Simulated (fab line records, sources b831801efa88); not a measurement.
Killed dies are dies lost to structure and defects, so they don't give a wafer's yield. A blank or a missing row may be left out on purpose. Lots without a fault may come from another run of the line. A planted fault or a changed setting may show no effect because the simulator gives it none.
Chamber matching | flow sky130 | SKY_VIA3_CMP_02 on cmp-02: 4 sister chambers
The step polishes SiO2. 8 wafers are shown with their chamber, then 12 later ones without.

WAFERS WITH THEIR CHAMBER
wafer  | chamber | motor_current_A (A) | slurry_filter_dp_kPa (kPa)
L082.5 | 2       | 15.3                | 13.57
L083.5 | 2       | 15.1                | 13.24
L084.1 | 1       | 10.5                | 13.51
L084.5 | 3       | 13.4                | 13.47
L085.1 | 3       | 14.0                | 13.66
L086.1 | 1       | 10.6                | 13.31
L086.3 | 0       | 12.5                | 13.58
L086.5 | 0       | 11.7                | 13.26

WAFERS WITHOUT THEIR CHAMBER
wafer  | motor_current_A (A) | slurry_filter_dp_kPa (kPa)
L087.1 | 12.0                | 13.59
L087.3 | 14.2                | 13.55
L087.6 | 15.5                | 13.57
L090.1 | 13.3                | 13.52
L090.4 | 11.6                | 13.59
L090.5 | 12.1                | 13.56
L091.2 | 10.4                | 13.48
L091.4 | 11.8                | 13.65
L091.6 | 11.6                | 13.42
L092.1 | 11.7                | 13.52
L092.2 | 10.5                | 13.42
L092.4 | 15.1                | 13.66

WHICH CHAMBER EACH WENT THROUGH
wafer  | from the rows above     | in truth
L087.1 | 0                       | 0
L087.3 | can't be placed: 3 or 2 | 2
L087.6 | 2                       | 2
L090.1 | 3                       | 3
L090.4 | can't be placed: 0 or 1 | 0
L090.5 | 0                       | 0
L091.2 | 1                       | 1
L091.4 | 0                       | 0
L091.6 | can't be placed: 0 or 1 | 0
L092.1 | 0                       | 0
L092.2 | 1                       | 1
L092.4 | 2                       | 2
Placed correctly: 9 of 12. Can't be placed from these rows: 3 (the true chamber is among the candidates in 3). Placed wrongly: 0.
How it was worked out, from the rows above alone: a wafer's distance from a chamber is the root of the sum, over the readings, of the square of ((its reading less the chamber's mean) divided by the reading's scatter). The wafer belongs to the nearest chamber; if the next one is less than 2 further off, it can't be placed. A chamber's mean is the mean of its shown wafers. The scatter: the root of (the sum of the squares of (reading less its chamber's mean) over the shown wafers, divided by (wafers less chambers)).
